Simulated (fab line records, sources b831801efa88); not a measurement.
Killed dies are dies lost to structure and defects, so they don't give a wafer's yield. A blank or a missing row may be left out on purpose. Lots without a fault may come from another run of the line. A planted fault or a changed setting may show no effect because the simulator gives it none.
Chamber matching | flow sky130 | SKY_VIA3_ETCH_15 on rie_diel-02: 4 sister chambers
The step etches SiO2 in C4F8/O2/Ar, stops on TiN, target depth 507 nm, time 78 s. 4 wafers are shown with their chamber, then 7 later ones without.

WAFERS WITH THEIR CHAMBER
wafer  | chamber | oes_product_au (a.u.)
L554.5 | 3       | 0.943
L562.4 | 2       | 0.940
L563.3 | 0       | 0.952
L563.4 | 1       | 0.953

WAFERS WITHOUT THEIR CHAMBER
wafer  | oes_product_au (a.u.)
L563.6 | 0.938
L564.1 | 0.945
L564.2 | 0.942
L564.4 | 0.946
L567.2 | 0.956
L567.4 | 0.940
L567.6 | 0.943

WHICH CHAMBER EACH WENT THROUGH
wafer  | from the rows above          | in truth
L563.6 | can't be placed: 2 or 3      | 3
L564.1 | can't be placed: 3 or 2      | 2
L564.2 | can't be placed: 3 or 2      | 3
L564.4 | can't be placed: 3 or 0 or 2 | 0
L567.2 | can't be placed: 1 or 0      | 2
L567.4 | can't be placed: 2 or 3      | 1
L567.6 | can't be placed: 3 or 2      | 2
Placed correctly: 0 of 7. Can't be placed from these rows: 7 (the true chamber is among the candidates in 5). Placed wrongly: 0.
How it was worked out, from the rows above alone: a wafer's distance from a chamber is the root of the sum, over the readings, of the square of ((its reading less the chamber's mean) divided by the reading's scatter). The wafer belongs to the nearest chamber; if the next one is less than 2 further off, it can't be placed. A chamber's mean is the mean of its shown wafers. The scatter: with one shown wafer a chamber, the root of the mean of the squares of how far each hidden wafer lies from its nearest shown one.
